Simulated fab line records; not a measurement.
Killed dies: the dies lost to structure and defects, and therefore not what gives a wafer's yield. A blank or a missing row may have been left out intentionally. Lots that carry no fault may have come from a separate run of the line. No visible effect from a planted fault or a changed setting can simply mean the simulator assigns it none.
8D (eight disciplines) problem report, filled in by code -- flow sky130 -- the parts of the form that need people (team, actions taken, sign-off) are left out

== 1. WHAT WENT WRONG ==
Wafers without a fault read 255.11, standard deviation 0.23; exposure dose mJ cm2 at SKY_NWELL_EXPOSE_07 reads a mean of 288.03 on 12 wafers belonging to 4 lots. So: +99 or more standard deviations from the usual mean.
The step: exposes mask NWM, target cd 840 nm.
Earliest sighting: wafer L995.3 on iline stepper-01 at day 6 11:44. At this step, 39 wafers from 13 lots have a number in the record. Rule for "out", or "out of limits": more than 4 standard deviations from the usual mean. Any other wafer with a number is counted as sound.

== 2. WHAT IT IS, AND WHAT IT ISN'T ==
question,is,is not
which readings at this step,exposure dose mJ cm2,-
which lots,"L103, L995, L997, L999","L101, L108, L986, L989, L991, L992, L993, L994, L996"
which wafers of those lots,all that have a number,-
read on which tools,iline stepper-01,iline stepper-02
when,from day 6 11:44,"up to then (18 sound wafers); but 9 sound wafers of L101, L108, L996 came after"

== 3. SUSPECTS, AND WHAT RULES EACH OUT ==
Counting: a tool at a process step up to the reading stays a suspect if it ran every lot that is out and no sound lot after the first of them.
- iline stepper-01 at SKY_NWELL_EXPOSE_07 (exposes mask NWM, target cd 840 nm): kept. It ran every lot that is out, first L995 (day 6 11:44), and no sound lot after that; its last sound lot up to then is L993 (day 6 02:34). Its own exposure dose mJ cm2 readings are out on those wafers.
The count leaves iline stepper-01 at SKY_NWELL_EXPOSE_07.

== 4. THE CAUSE (what the simulator had put in) ==
Drift in process parameters on iline stepper-01 at SKY_NWELL_EXPOSE_07, starting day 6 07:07. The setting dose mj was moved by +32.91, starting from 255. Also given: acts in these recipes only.
Counting left only this tool.

== 5. THE EFFECT CHAIN, in route order ==
Rows list readings where the struck wafers' mean (over those with a number) sits beyond 3 standard deviations from the usual. Scope: only readings with a usual standard deviation given in the record; hours: median across lots of the time from each lot's start at the first step in this table that gives one to its start at this step; sigmas: change in usual standard deviations.
hours,step,reading,usual,on struck wafers,change,sigmas
0,SKY_NWELL_EXPOSE_07,exposure dose mJ cm2,255.11,288.03,+32.92,+99 or more
Its process steps:
- SKY_NWELL_EXPOSE_07: exposes mask NWM, target cd 840 nm.
At these later measuring or inspecting steps, every struck wafer for which the step has a row has a number for every such reading, and none has moved that far: SKY_SONOS_TUNNEL_TW_MEAS_12, SKY_CONTACT_CD_MEAS_14.

== 6. WHAT WOULD HAVE CAUGHT IT SOONER ==
The fault began at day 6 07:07; the first out-of-limits reading in this record came at day 6 11:44, 5 hours later.
